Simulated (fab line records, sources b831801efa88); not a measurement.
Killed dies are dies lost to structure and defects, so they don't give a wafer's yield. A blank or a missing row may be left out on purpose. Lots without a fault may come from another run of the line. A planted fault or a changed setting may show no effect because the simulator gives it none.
fab line records | flow gf180mcu
record lots=5 wafers=15 last_day=33
route steps=602 shown V2@406 M3@409 V3@429
lots that met no fault: from a run of the same line without faults
start_h: hours from the record's first day to the start of the lot's first wafer shown | wait_h: hours since the lot's step before | " the same as in the row above | L1.1+2: a row that stands for several wafers | - no value, or no start given | * or withheld: withheld | < > ~ a bound
route shown NAME@n: a module of which the file shows steps, and the number in the route of the first | usual: mean/standard deviation of fault-free wafers | same: alike in all rows | chamber/n: place in a boat | sites: the reading at each site | _std_site: their standard deviation | _edge_site: outer sites' mean less inner sites' | radius_mm: how far each site lies from the wafer's centre | mask NAME#n: copy n | behind: the tool/chamber that last shaped the wafer | hold: why the lot was held/for how many hours/how that ended | device: the transistor (n, p or np) that didn't switch | end of line: the same wafers' tests at the end of the route | a step without rows: its recipe alone | killed: dies lost to structure and defects at the first sort, not the wafer's yield | map: a wafer's dies, x killed, . not, _ none there
set.NAME: the setting as run; set.NAME@STEP: as run at that earlier step | model.NAME: the simulator's own value behind a step, which no gauge read
lots at some steps of the route; a table a step, a row a wafer
services: from which hour (start_h, from the record's first day; less than 0 if before it) a tool's chamber was out of use, for how many hours, and why
## steps
# step GF_V2_RS_MEAS_24
# recipe thk_meas_gauge=four-point-probe reads=W_of_V2_CVD_23+TiN_of_V2_SPUTTER_22+Ti_of_V2_SPUTTER_21
# usual V2_W_RS=0.330/0.0035
# columns lot.wafer tool chamber start_h wait_h V2_W_RS[ohm/sq]
L074.1 film_metro-02 - 474.82 0.1 0.328
L074.4 " - " " 0.330
L074.6 " - " " 0.331
L080.2 film_metro-04 - 527.03 0.1 0.334
L080.5 " - " " 0.334
L080.6 " - " " 0.333
L090.2 film_metro-04 - 597.57 0.1 0.335
L090.4 " - " " 0.330
L090.5 " - " " 0.330
L091.2 film_metro-02 - 611.00 0.1 0.332
L091.3 " - " " 0.333
L091.5 " - " " 0.334
L092.3 film_metro-02 - 617.13 0.1 0.332
L092.4 " - " " 0.327
L092.5 " - " " 0.327
# step GF_V2_THK_MEAS_25
# recipe thk_meas_gauge=xrf reads=W_of_V2_CVD_23
# usual V2_W_THK=347/3.9
# columns lot.wafer tool chamber start_h wait_h V2_W_THK[nm]
L074.1 film_metro-02 - 474.94 0.1 350
L074.4 " - " " 346
L074.6 " - " " 345
L080.2 film_metro-04 - 527.14 0.1 346
L080.5 " - " " 345
L080.6 " - " " 348
L090.2 film_metro-04 - 597.68 0.1 343
L090.4 " - " " 348
L090.5 " - " " 348
L091.2 film_metro-02 - 611.11 0.1 344
L091.3 " - " " 344
L091.5 " - " " 343
L092.3 film_metro-02 - 617.23 0.1 343
L092.4 " - " " 351
L092.5 " - " " 349
# step GF_V2_CMP_26
# recipe stop_on=SiO2 down_force_psi=3.5 platen_rpm=60 t_overpolish_s=15 target_thk_nm=0 pad_velocity_m_s=0.94248
# usual motor_current_A=10.9/1.1 overpolish_run_s=15.002/0.0092 time_to_endpoint_s=84/4
# columns lot.wafer tool chamber start_h wait_h motor_current_A overpolish_run_s time_to_endpoint_s
L074.4 cmp-01 2 475.05 0.1 9.6 14.986 80
L074.1 " 0 " " 11.5 15.002 90
L074.6 " 1 " " 10.6 15.010 87
L080.2 cmp-01 2 527.24 0.1 9.8 15.018 82
L080.6 " 1 " " 10.4 15.013 88
L080.5 " 2 " " 9.9 14.999 82
L090.4 cmp-02 3 597.78 0.1 11.0 15.007 85
L090.2 " 0 " " 10.6 14.999 89
L090.5 " 2 " " 9.8 14.994 93
L091.3 cmp-02 1 611.21 0.1 12.7 15.018 74
L091.2 " 3 " " 11.4 15.000 78
L091.5 " 1 " " 12.8 15.004 78
L092.3 cmp-01 3 617.27 0.0 12.0 15.006 84
L092.4 " 2 " " 9.4 15.011 78
L092.5 " 3 " " 11.4 15.006 86
# step GF_M3_SPUTTER_00
# recipe material=Ti target_thk_nm=37.5 arriving_ion_energy_ev=80 substrate_temp_c=200 chamber_pressure_pa=2 power_w=4000 time_s=150
# usual throttle_valve_pct=30.1/1.5
# columns lot.wafer tool chamber start_h wait_h throttle_valve_pct
L074.1 pvd_sputter-02 - 475.30 0.1 31.7
L074.4 " - " " 28.9
L074.6 " - " " 29.2
L080.2 pvd_sputter-02 - 527.49 0.2 29.3
L080.5 " - " " 31.1
L080.6 " - " " 29.6
L090.2 pvd_sputter-02 - 598.03 0.1 29.4
L090.4 " - " " 32.1
L090.5 " - " " 29.7
L091.2 pvd_sputter-01 - 611.46 0.1 28.2
L091.3 " - " " 30.2
L091.5 " - " " 32.2
L092.3 pvd_sputter-01 - 617.57 0.2 32.1
L092.4 " - " " 28.0
L092.5 " - " " 28.3
# step GF_M3_SPUTTER_01
# recipe material=TiN target_thk_nm=30 power_w=6500 time_s=25 chamber_pressure_pa=0.4
# usual throttle_valve_pct=30.1/1.5
# columns lot.wafer tool chamber start_h wait_h throttle_valve_pct
L074.1 pvd_sputter-02 - 475.40 0.1 31.9
L074.4 " - " " 28.9
L074.6 " - " " 28.9
L080.2 pvd_sputter-02 - 527.59 0.1 29.6
L080.5 " - " " 30.9
L080.6 " - " " 29.6
L090.2 pvd_sputter-02 - 598.13 0.1 29.6
L090.4 " - " " 31.5
L090.5 " - " " 29.5
L091.2 pvd_sputter-01 - 611.56 0.1 28.2
L091.3 " - " " 30.4
L091.5 " - " " 32.4
L092.3 pvd_sputter-01 - 617.67 0.1 32.5
L092.4 " - " " 27.9
L092.5 " - " " 28.1
# step GF_M3_SPUTTER_02
# recipe material=AlCu target_thk_nm=450 power_w=10600 time_s=23.9 chamber_pressure_pa=0.4
# usual throttle_valve_pct=30.1/1.5
# columns lot.wafer tool chamber start_h wait_h throttle_valve_pct
L074.1 pvd_sputter-02 - 475.43 0.0 32.0
L074.4 " - " " 29.1
L074.6 " - " " 28.9
L080.2 pvd_sputter-02 - 527.62 0.0 29.4
L080.5 " - " " 30.9
L080.6 " - " " 29.6
L090.2 pvd_sputter-02 - 598.16 0.0 29.4
L090.4 " - " " 31.7
L090.5 " - " " 29.6
L091.2 pvd_sputter-01 - 611.59 0.0 28.0
L091.3 " - " " 30.2
L091.5 " - " " 32.6
L092.3 pvd_sputter-01 - 617.70 0.0 32.5
L092.4 " - " " 28.4
L092.5 " - " " 28.1
# step GF_M3_SPUTTER_03
# recipe material=Ti target_thk_nm=10 substrate_temp_c=300 chamber_pressure_pa=0.3 power_w=3000 time_s=6.7
# usual throttle_valve_pct=30.1/1.5
# columns lot.wafer tool chamber start_h wait_h throttle_valve_pct
L074.1 pvd_sputter-02 - 475.46 0.0 32.0
L074.4 " - " " 29.1
L074.6 " - " " 29.0
L080.2 pvd_sputter-02 - 527.65 0.0 29.6
L080.5 " - " " 31.0
L080.6 " - " " 29.5
L090.2 pvd_sputter-02 - 598.19 0.0 29.5
L090.4 " - " " 31.8
L090.5 " - " " 29.6
L091.2 pvd_sputter-01 - 611.62 0.0 28.1
L091.3 " - " " 30.2
L091.5 " - " " 32.3
L092.3 pvd_sputter-01 - 617.73 0.0 32.5
L092.4 " - " " 28.0
L092.5 " - " " 28.3
# step GF_M3_SPUTTER_04
# recipe material=TiN target_thk_nm=50 power_w=6500 time_s=42.95 chamber_pressure_pa=0.4
# usual throttle_valve_pct=30.1/1.6
# columns lot.wafer tool chamber start_h wait_h throttle_valve_pct
L074.1 pvd_sputter-02 - 475.48 0.0 31.8
L074.4 " - " " 29.1
L074.6 " - " " 28.9
L080.2 pvd_sputter-02 - 527.67 0.0 29.4
L080.5 " - " " 31.2
L080.6 " - " " 29.3
L090.2 pvd_sputter-02 - 598.21 0.0 29.3
L090.4 " - " " 32.1
L090.5 " - " " 29.7
L091.2 pvd_sputter-01 - 611.64 0.0 28.1
L091.3 " - " " 30.3
L091.5 " - " " 32.1
L092.3 pvd_sputter-01 - 617.75 0.0 32.5
L092.4 " - " " 27.9
L092.5 " - " " 27.9
# step GF_M3_RS_MEAS_05
# recipe thk_meas_gauge=four-point-probe reads=TiN_of_M3_SPUTTER_04+Ti_of_M3_SPUTTER_03+AlCu_of_M3_SPUTTER_02+TiN_of_M3_SPUTTER_01+Ti_of_M3_SPUTTER_00
# usual M3_ALCU_RS=0.0695/0.00066
# columns lot.wafer tool chamber start_h wait_h M3_ALCU_RS[ohm/sq]
L074.1 film_metro-02 - 475.52 0.0 0.0694
L074.4 " - " " 0.0693
L074.6 " - " " 0.0693
L080.2 film_metro-02 - 527.73 0.0 0.0704
L080.5 " - " " 0.0699
L080.6 " - " " 0.0698
L090.2 film_metro-01 - 598.27 0.0 0.0694
L090.4 " - " " 0.0696
L090.5 " - " " 0.0700
L091.2 film_metro-02 - 611.70 0.0 0.0694
L091.3 " - " " 0.0690
L091.5 " - " " 0.0682
L092.3 film_metro-02 - 617.83 0.1 0.0682
L092.4 " - " " 0.0695
L092.5 " - " " 0.0695
# step GF_M3_THK_MEAS_06
# recipe thk_meas_gauge=xrf reads=AlCu_of_M3_SPUTTER_02
# usual M3_ALCU_THK=452/4.4
# columns lot.wafer tool chamber start_h wait_h M3_ALCU_THK[nm]
L074.1 film_metro-02 - 475.64 0.1 453
L074.4 " - " " 454
L074.6 " - " " 453
L080.2 film_metro-02 - 527.84 0.1 446
L080.5 " - " " 450
L080.6 " - " " 452
L090.2 film_metro-01 - 598.38 0.1 450
L090.4 " - " " 448
L090.5 " - " " 445
L091.2 film_metro-02 - 611.81 0.1 452
L091.3 " - " " 456
L091.5 " - " " 459
L092.3 film_metro-02 - 617.93 0.1 459
L092.4 " - " " 450
L092.5 " - " " 453
# step GF_M3_DEHYDRATE_07
# recipe temp_c=200 time_s=60
# columns lot.wafer tool chamber start_h wait_h
L074.1+4+6 litho_track-02 0 487.55 11.9
L080.2+5+6 litho_track-04 0 538.97 11.1
L090.2+4+5 litho_track-03 0 608.39 10.0
L091.2+3+5 litho_track-03 0 621.29 9.5
L092.3+4+5 litho_track-04 0 627.50 9.6
# step GF_M3_HMDS_08
# recipe prime_time_s=60 prime_temp_c=120
# columns lot.wafer tool chamber start_h wait_h
L074.1+4+6 litho_track-02 0 487.70 0.1
L080.2+5+6 litho_track-04 0 539.12 0.1
L090.2+4+5 litho_track-03 0 608.54 0.1
L091.2+3+5 litho_track-03 0 621.44 0.1
L092.3+4+5 litho_track-04 0 627.65 0.1
# step GF_M3_COAT_09
# recipe resist=KrF spin_rpm=withheld resist_thk_nm=1000
# usual dispense_pressure_kPa=52.5/2.4
# columns lot.wafer tool chamber start_h wait_h dispense_pressure_kPa
L074.1 litho_track-02 0 487.85 0.1 48.7
L074.4 " 0 " " 48.7
L074.6 " 0 " " 48.8
L080.2 litho_track-04 0 539.27 0.1 52.0
L080.5 " 0 " " 52.0
L080.6 " 0 " " 52.0
L090.2 litho_track-03 0 608.69 0.1 54.6
L090.4 " 0 " " 54.7
L090.5 " 0 " " 54.7
L091.2 litho_track-03 0 621.59 0.1 54.8
L091.3 " 0 " " 54.7
L091.5 " 0 " " 54.7
L092.3 litho_track-04 0 627.80 0.1 52.0
L092.4 " 0 " " 52.0
L092.5 " 0 " " 52.0
# step GF_M3_SOFTBAKE_10
# recipe temp_c=130 time_s=60 resist=KrF
# columns lot.wafer tool chamber start_h wait_h
L074.1+4+6 litho_track-02 0 488.00 0.1
L080.2+5+6 litho_track-04 0 539.42 0.1
L090.2+4+5 litho_track-03 0 608.84 0.1
L091.2+3+5 litho_track-03 0 621.74 0.1
L092.3+4+5 litho_track-04 0 627.95 0.1
# step GF_M3_EXPOSE_11
# recipe mask_id=Metal3 target_cd_nm=280 na=0.68 source_shape=conventional sigma_outer=0.6 dose_mj=28
# columns lot.wafer tool chamber start_h wait_h mask
L074.1+4+6 krf_scanner-02 0 - - Metal3#0
L080.2+5+6 krf_scanner-02 0 - - Metal3#0
L090.2+4+5 krf_scanner-02 0 - - Metal3#0
L091.2+3+5 krf_scanner-02 0 - - Metal3#0
L092.3+4+5 krf_scanner-02 0 - - Metal3#0
# step GF_M3_PEB_12
# recipe peb_temp_c=135 peb_time_s=90 resist=KrF
# columns lot.wafer tool chamber start_h wait_h
L074.1+4+6 litho_track-02 0 - -
L080.2+5+6 litho_track-04 0 - -
L090.2+4+5 litho_track-02 0 - -
L091.2+3+5 litho_track-03 0 - -
L092.3+4+5 litho_track-02 0 - -
# step GF_M3_DEVELOP_13
# recipe develop_time_s=60 dev_temp_c=21
# usual developer_temp_C=21.02/0.11
# columns lot.wafer tool chamber start_h wait_h developer_temp_C
L074.1 litho_track-02 0 499.25 0.2 21.02
L074.4 " 0 " " 21.02
L074.6 " 0 " " 21.09
L080.2 litho_track-04 0 550.12 0.2 20.93
L080.5 " 0 " " 21.21
L080.6 " 0 " " 21.15
L090.2 litho_track-02 0 618.82 0.2 20.84
L090.4 " 0 " " 20.77
L090.5 " 0 " " 20.88
L091.2 litho_track-03 0 632.34 0.2 21.13
L091.3 " 0 " " 21.05
L091.5 " 0 " " 20.83
L092.3 litho_track-02 0 638.45 0.1 21.07
L092.4 " 0 " " 21.07
L092.5 " 0 " " 21.18
# step GF_M3_CD_MEAS_14
# recipe target_cd_nm=280
# usual cd_nm=279.9/1.4
# columns lot.wafer tool chamber start_h wait_h cd_nm
L074.1 cd_sem-02 - 499.40 0.1 279.5
L074.4 " - " " 279.8
L074.6 " - " " 279.7
L080.2 cd_sem-01 - 550.27 0.1 279.6
L080.5 " - " " 278.8
L080.6 " - " " 279.3
L090.2 cd_sem-02 - 618.97 0.1 277.4
L090.4 " - " " 278.8
L090.5 " - " " 278.4
L091.2 cd_sem-01 - 632.48 0.1 278.2
L091.3 " - " " 277.7
L091.5 " - " " 278.6
L092.3 cd_sem-02 - 638.59 0.1 280.8
L092.4 " - " " 281.6
L092.5 " - " " 281.5
# step GF_M3_OVL_MEAS_15
# usual M3_OVL=1/4.5
# columns lot.wafer tool chamber start_h wait_h M3_OVL[nm]
L074.1 overlay-01 - 499.52 0.1 -5
L074.4 " - " " 5
L074.6 " - " " 5
L080.2 overlay-01 - 550.38 0.1 6
L080.5 " - " " -1
L080.6 " - " " 11
L090.2 overlay-02 - 619.07 0.1 -9
L090.4 " - " " -4
L090.5 " - " " 5
L091.2 overlay-01 - 632.59 0.1 -6
L091.3 " - " " -4
L091.5 " - " " -2
L092.3 overlay-02 - 638.68 0.1 5
L092.4 " - " " 0
L092.5 " - " " 4
# step GF_M3_METAL_ETCH_16
# recipe chemistry=Cl2/BCl3 mask_material=KrF target_depth_nm=750.8 stop_on=SiO2 pressure_mtorr=8 icp_w=800 bias_w=140 Cl2_flow_sccm=80 bcl3_flow_sccm=40 time_s=125.1
# usual drypump_motor_current_A=5.41/0.29 oes_product_au=0.990/0.0071 throttle_valve_pct=28.229/0.011
# columns lot.wafer tool chamber start_h wait_h drypump_motor_current_A oes_product_au rf_hours_counter_h throttle_valve_pct
L074.1 rie_metal-01 0 499.55 0.0 5.70 1.002 12 28.235
L074.4 " 1 " " 5.08 0.988 - 28.227
L074.6 " 0 " " 5.71 0.991 - 28.230
L080.2 rie_metal-04 0 550.41 0.0 5.87 0.988 7 28.232
L080.5 " 0 " " 5.89 0.985 - 28.221
L080.6 " 1 " " 5.70 0.994 - 28.232
L090.2 rie_metal-02 0 619.10 0.0 5.31 0.985 7 28.222
L090.4 " 0 " " 5.31 0.987 - 28.231
L090.5 " 1 " " 5.09 0.992 - 28.231
L091.2 rie_metal-01 0 632.62 0.0 5.67 0.987 0 28.221
L091.3 " 0 " " 5.69 0.993 - 28.236
L091.5 " 1 " " 5.10 0.980 - 28.242
L092.3 rie_metal-04 1 638.75 0.1 5.70 0.996 - 28.234
L092.4 " 0 " " 5.92 0.996 - 28.218
L092.5 " 0 " " 5.91 1.002 - 28.239
# step GF_M3_STRIP_17
# recipe chemistry=O2/N2 power_w=1400 pressure_mtorr=1500 platen_temp_c=250 o2_flow_sccm=3000 n2_flow_sccm=300 overash_fraction=0.5
# usual drypump_motor_current_A=5.8/0.57 heater_power_w=330/31 oes_product_au=0.537/0.0052 strip_time_to_endpoint_s=7.38/0.052
# columns lot.wafer tool chamber start_h wait_h drypump_motor_current_A heater_power_w oes_product_au rf_hours_counter_h strip_time_to_endpoint_s
L074.1 plasma_asher-03 0 499.73 0.1 6.0 286 0.538 92 7.37
L074.4 " 0 " " 6.0 286 0.550 - 7.39
L074.6 " 1 " " 5.0 368 0.539 - 7.40
L080.2 plasma_asher-02 1 550.54 0.1 5.9 326 0.535 44 7.39
L080.5 " 0 " " 5.0 298 0.536 - 7.42
L080.6 " 1 " " 5.8 326 0.543 - 7.35
L090.2 plasma_asher-03 0 619.23 0.1 6.1 281 0.537 107 7.31
L090.4 " 1 " " 5.0 380 0.535 - 7.28
L090.5 " 0 " " 6.1 295 0.534 - 7.34
L091.2 plasma_asher-03 1 632.79 0.1 5.1 377 0.543 108 7.45
L091.3 " 0 " " 6.1 293 0.541 - 7.37
L091.5 " 1 " " 5.1 380 0.544 - 7.46
L092.3 plasma_asher-04 0 638.86 0.1 6.2 327 0.536 - 7.29
L092.4 " 1 " " 6.6 371 0.533 - 7.35
L092.5 " 0 " " 6.2 311 0.546 - 7.33
# step GF_M3_STRIP_18
# recipe chemistry=post_etch_residue_remover time_s=1200 temp_c=72.5
# usual bath_guard_temp_C=72.3/0.43
# columns lot.wafer tool chamber start_h wait_h bath_guard_temp_C
L074.1 wet_bench-02 0 499.83 0.1 71.8
L074.4 " 0 " " 71.8
L074.6 " 0 " " 72.0
L080.2 wet_bench-04 1 550.64 0.1 72.8
L080.5 " 1 " " 72.4
L080.6 " 1 " " 72.4
L090.2 wet_bench-01 2 619.33 0.1 72.4
L090.4 " 2 " " 72.7
L090.5 " 2 " " 72.3
L091.2 wet_bench-02 3 632.89 0.1 71.9
L091.3 " 3 " " 72.1
L091.5 " 3 " " 71.8
L092.3 wet_bench-01 0 638.93 0.0 73.3
L092.4 " 0 " " 73.0
L092.5 " 0 " " 72.7
# step GF_M3_CLEAN_19
# recipe chemistry=DIW dry=n2_spin
# columns lot.wafer tool chamber start_h wait_h
L074.1+4+6 wet_bench-04 1 500.20 0.0
L080.2+5+6 wet_bench-04 0 550.98 0.0
L090.2+4+5 wet_bench-04 1 619.67 0.0
L091.2+3+5 wet_bench-04 1 633.27 0.0
L092.3+4+5 wet_bench-04 0 639.30 0.0
# step GF_V3_CVD_00
# recipe material=SiO2 target_thk_nm=600 sigma_open_frac=0.3 temp_c=400 time_s=100 sih4_flow_sccm=60 pressure_mtorr=6
# columns lot.wafer tool chamber start_h wait_h
L074.1+4+6 hdpcvd-01 0,1,2 500.29 0.0
L080.2+5+6 hdpcvd-02 1,1,2 551.07 0.0
L090.2+4+5 hdpcvd-02 2,2,1 619.77 0.0
L091.2+3+5 hdpcvd-01 2,0,0 633.36 0.0
L092.3+4+5 hdpcvd-01 0,1,2 639.40 0.0
# step GF_V3_THK_MEAS_01
# recipe reads=SiO2_of_V3_CVD_00
# usual V3_CVD_00_THK=601/6
# columns lot.wafer tool chamber start_h wait_h V3_CVD_00_THK[nm]
L074.1 film_metro-04 - 500.36 0.0 601
L074.4 " - " " 597
L074.6 " - " " 608
L080.2 film_metro-01 - 551.15 0.0 604
L080.5 " - " " 601
L080.6 " - " " 599
L090.2 film_metro-03 - 619.85 0.0 605
L090.4 " - " " 613
L090.5 " - " " 600
L091.2 film_metro-01 - 633.44 0.0 608
L091.3 " - " " 599
L091.5 " - " " 598
L092.3 film_metro-01 - 639.49 0.1 604
L092.4 " - " " 606
L092.5 " - " " 611
# step GF_V3_CVD_02
# recipe material=SiO2 target_thk_nm=850 precursor=TEOS temp_c=400 time_s=94.851 rf_w=600
# usual heater_power_w=695/99
# columns lot.wafer tool chamber start_h wait_h heater_power_w since_wet_clean_h
L074.1 pecvd-03 1 500.42 0.1 646 326
L074.4 " 2 " " 787 -
L074.6 " 0 " " 625 -
L080.2 pecvd-01 1 551.20 0.0 794 585
L080.5 " 0 " " 706 -
L080.6 " 2 " " 759 -
L090.2 pecvd-01 1 619.90 0.0 779 654
L090.4 " 1 " " 809 -
L090.5 " 2 " " 603 -
L091.2 pecvd-01 0 633.49 0.0 730 667
L091.3 " 2 " " 738 667
L091.5 " 1 " " 651 -
L092.3 pecvd-01 1 639.53 0.0 747 673
L092.4 " 2 " " 605 -
L092.5 " 1 " " 791 -
# step GF_V3_THK_MEAS_03
# recipe reads=SiO2_of_V3_CVD_02
# usual V3_CVD_02_THK=850/12
# columns lot.wafer tool chamber start_h wait_h V3_CVD_02_THK[nm]
L074.1 film_metro-04 - 500.49 0.0 844
L074.4 " - " " 851
L074.6 " - " " 847
L080.2 film_metro-01 - 551.28 0.0 845
L080.5 " - " " 849
L080.6 " - " " 854
L090.2 film_metro-04 - 619.98 0.0 850
L090.4 " - " " 865
L090.5 " - " " 857
L091.2 film_metro-01 - 633.57 0.0 825
L091.3 " - " " 835
L091.5 " - " " 850
L092.3 film_metro-04 - 639.62 0.1 824
L092.4 " - " " 838
L092.5 " - " " 831
# step GF_V3_CMP_04
# recipe material=SiO2 down_force_psi=4 platen_rpm=60 pad_velocity_m_s=0.94248
# usual motor_current_A=11.8/1.2 time_to_endpoint_s=80/5.9
# columns lot.wafer tool chamber start_h wait_h motor_current_A time_to_endpoint_s
L074.4 cmp-01 2 500.55 0.0 10.6 77
L074.1 " 0 " " 11.4 83
L074.6 " 3 " " 12.5 86
L080.2 cmp-02 2 551.48 0.2 10.5 81
L080.6 " 3 " " 12.2 77
L080.5 " 0 " " 10.9 82
L090.4 cmp-02 0 620.08 0.1 11.5 79
L090.2 " 1 " " 13.7 73
L090.5 " 3 " " 12.0 71
L091.2 cmp-01 3 633.72 0.1 13.5 73
L091.3 " 0 " " 11.7 81
L091.5 " 1 " " 11.9 82
L092.4 cmp-01 1 639.66 0.0 12.4 77
L092.3 " 3 " " 13.1 75
L092.5 " 2 " " 10.9 70
# step GF_V3_BOW_MEAS_05
# recipe mode=bow
# usual V3_BOW=116/8
# columns lot.wafer tool chamber start_h wait_h V3_BOW[um]
L074.1 film_metro-04 - 500.85 0.1 116
L074.4 " - " " 106
L074.6 " - " " 114
L080.2 film_metro-03 - 551.65 0.1 126
L080.5 " - " " 127
L080.6 " - " " 124
L090.2 film_metro-04 - 620.35 0.2 112
L090.4 " - " " 114
L090.5 " - " " 113
L091.2 film_metro-03 - 633.94 0.2 129
L091.3 " - " " 120
L091.5 " - " " 123
L092.3 film_metro-03 - 640.00 0.2 103
L092.4 " - " " 106
L092.5 " - " " 116
# step GF_V3_DEHYDRATE_06
# recipe temp_c=200 time_s=60
# columns lot.wafer tool chamber start_h wait_h
L074.1+4+6 litho_track-01 0 512.20 11.3
L080.2+5+6 litho_track-01 0 561.73 10.1
L090.2+4+5 litho_track-02 0 630.17 9.8
L091.2+3+5 litho_track-01 0 642.92 9.0
L092.3+4+5 litho_track-01 0 649.00 9.0
# step GF_V3_HMDS_07
# recipe prime_time_s=60 prime_temp_c=120
# columns lot.wafer tool chamber start_h wait_h
L074.1+4+6 litho_track-01 0 512.35 0.1
L080.2+5+6 litho_track-01 0 561.88 0.1
L090.2+4+5 litho_track-02 0 630.32 0.1
L091.2+3+5 litho_track-01 0 643.07 0.1
L092.3+4+5 litho_track-01 0 649.15 0.1
# step GF_V3_COAT_08
# recipe resist=BARC temp_c=withheld time_s=withheld spin_rpm=withheld resist_thk_nm=withheld
# usual dispense_pressure_kPa=50.5/1.8
# columns lot.wafer tool chamber start_h wait_h dispense_pressure_kPa
L074.1 litho_track-01 0 512.50 0.1 51.5
L074.4 " 0 " " 51.5
L074.6 " 0 " " 51.5
L080.2 litho_track-01 0 562.03 0.1 51.4
L080.5 " 0 " " 51.4
L080.6 " 0 " " 51.4
L090.2 litho_track-02 0 630.47 0.1 48.8
L090.4 " 0 " " 48.9
L090.5 " 0 " " 48.8
L091.2 litho_track-01 0 643.22 0.1 51.4
L091.3 " 0 " " 51.4
L091.5 " 0 " " 51.4
L092.3 litho_track-01 0 649.30 0.1 51.4
L092.4 " 0 " " 51.4
L092.5 " 0 " " 51.4
# step GF_V3_COAT_09
# recipe resist=KrF spin_rpm=withheld resist_thk_nm=1000
# usual dispense_pressure_kPa=50.5/1.8
# columns lot.wafer tool chamber start_h wait_h dispense_pressure_kPa
L074.1 litho_track-01 0 - - 51.4
L074.4 " 0 " " 51.4
L074.6 " 0 " " 51.4
L080.2 litho_track-01 0 - - 51.4
L080.5 " 0 " " 51.5
L080.6 " 0 " " 51.4
L090.2 litho_track-02 0 - - 48.8
L090.4 " 0 " " 48.8
L090.5 " 0 " " 48.8
L091.2 litho_track-01 0 - - 51.4
L091.3 " 0 " " 51.4
L091.5 " 0 " " 51.4
L092.3 litho_track-01 0 - - 51.4
L092.4 " 0 " " 51.4
L092.5 " 0 " " 51.4
# step GF_V3_SOFTBAKE_10
# recipe temp_c=130 time_s=60 resist=KrF
# columns lot.wafer tool chamber start_h wait_h
L074.1+4+6 litho_track-01 0 - -
L080.2+5+6 litho_track-01 0 - -
L090.2+4+5 litho_track-02 0 - -
L091.2+3+5 litho_track-01 0 - -
L092.3+4+5 litho_track-01 0 - -
# step GF_V3_EXPOSE_11
# recipe mask_id=Via3 target_cd_nm=260 na=0.68 source_shape=conventional sigma_outer=0.6 dose_mj=38
# columns lot.wafer tool chamber start_h wait_h mask
L074.1+4+6 krf_scanner-01 0 - - Via3#0
L080.2+5+6 krf_scanner-01 0 - - Via3#0
L090.2+4+5 krf_scanner-02 0 - - Via3#0
L091.2+3+5 krf_scanner-02 0 - - Via3#0
L092.3+4+5 krf_scanner-02 0 - - Via3#0
# step GF_V3_PEB_12
# recipe peb_temp_c=135 peb_time_s=93.89 resist=KrF
# usual plate_sensor_t_centre_C=136.13/0.0094 plate_sensor_t_edge_C=136.29/0.0095
# columns lot.wafer tool chamber start_h wait_h plate_sensor_t_centre_C plate_sensor_t_edge_C
L074.1 litho_track-02 0 - - 136.13 136.29
L074.4 " 0 " " 136.12 136.31
L074.6 " 0 " " 136.13 136.3
L080.2 litho_track-01 0 - - 136.13 136.31
L080.5 " 0 " " 136.12 136.3
L080.6 " 0 " " 136.13 136.29
L090.2 litho_track-02 0 - - 136.11 136.29
L090.4 " 0 " " 136.13 136.3
L090.5 " 0 " " 136.12 136.28
L091.2 litho_track-01 0 - - 136.12 136.29
L091.3 " 0 " " 136.13 136.3
L091.5 " 0 " " 136.11 136.28
L092.3 litho_track-02 0 - - 136.13 136.29
L092.4 " 0 " " 136.12 136.31
L092.5 " 0 " " 136.13 136.29
# step GF_V3_DEVELOP_13
# recipe develop_time_s=60 resist=KrF dev_temp_c=21
# usual developer_temp_C=20.97/0.097
# columns lot.wafer tool chamber start_h wait_h developer_temp_C
L074.1 litho_track-02 0 523.60 0.2 21.01
L074.4 " 0 " " 20.98
L074.6 " 0 " " 20.89
L080.2 litho_track-01 0 572.42 0.2 20.91
L080.5 " 0 " " 20.95
L080.6 " 0 " " 20.91
L090.2 litho_track-02 0 640.62 0.2 20.96
L090.4 " 0 " " 20.97
L090.5 " 0 " " 20.97
L091.2 litho_track-01 0 653.22 0.2 21.08
L091.3 " 0 " " 20.90
L091.5 " 0 " " 20.74
L092.3 litho_track-02 0 659.45 0.1 21.01
L092.4 " 0 " " 20.89
L092.5 " 0 " " 20.96
# step GF_V3_CD_MEAS_14
# recipe target_cd_nm=260
# usual cd_nm=260.3/1.2
# columns lot.wafer tool chamber start_h wait_h cd_nm
L074.1 cd_sem-02 - 523.75 0.1 259.7
L074.4 " - " " 261.9
L074.6 " - " " 261.2
L080.2 cd_sem-01 - 572.57 0.1 263.3
L080.5 " - " " 262.7
L080.6 " - " " 263.8
L090.2 cd_sem-01 - 640.77 0.1 258.7
L090.4 " - " " 259.2
L090.5 " - " " 258.1
L091.2 cd_sem-01 - 653.37 0.1 260.9
L091.3 " - " " 261.6
L091.5 " - " " 261.9
L092.3 cd_sem-02 - 659.59 0.1 260.7
L092.4 " - " " 260.2
L092.5 " - " " 259.7
# step GF_V3_OVL_MEAS_15
# usual V3_OVL=3/4.8
# columns lot.wafer tool chamber start_h wait_h V3_OVL[nm]
L074.1 overlay-02 - 523.87 0.1 5
L074.4 " - " " 5
L074.6 " - " " 3
L080.2 overlay-02 - 572.68 0.1 5
L080.5 " - " " 8
L080.6 " - " " 6
L090.2 overlay-02 - 640.87 0.1 1
L090.4 " - " " -5
L090.5 " - " " -2
L091.2 overlay-01 - 653.48 0.1 4
L091.3 " - " " 5
L091.5 " - " " 2
L092.3 overlay-01 - 659.68 0.1 6
L092.4 " - " " 11
L092.5 " - " " 4
## services
# columns tool chamber start_h hours kind
wet_bench-04 - 453.55 1.9 pm
krf_scanner-02 - 453.64 0.8 pm
krf_scanner-02 - 463.73 1.3 pm
pecvd-01 - 474.82 1.0 repair
cmp-01 - 475.52 5.8 pm
cmp-02 - 495.70 2.5 repair
wet_bench-04 - 509.82 5.6 repair
pecvd-01 - 516.24 2.0 repair
krf_scanner-02 - 524.96 0.2 repair
cmp-01 - 532.73 2.6 repair
krf_scanner-02 - 542.44 0.7 repair
cmp-01 - 544.77 9.8 pm
cmp-02 - 555.90 2.3 repair
krf_scanner-02 - 556.36 1.0 pm
pvd_sputter-02 - 557.69 23.7 repair
cmp-01 - 560.70 10.7 pm
pvd_sputter-02 - 566.37 4.5 repair
pvd_sputter-01 - 606.07 0.5 repair
krf_scanner-02 - 606.76 1.3 repair
krf_scanner-02 - 618.13 0.8 pm
cmp-01 - 623.36 1.4 repair
krf_scanner-02 - 639.63 1.3 pm
cmp-01 - 645.44 2.4 repair
cmp-01 - 649.20 1.4 repair
## key
fault none
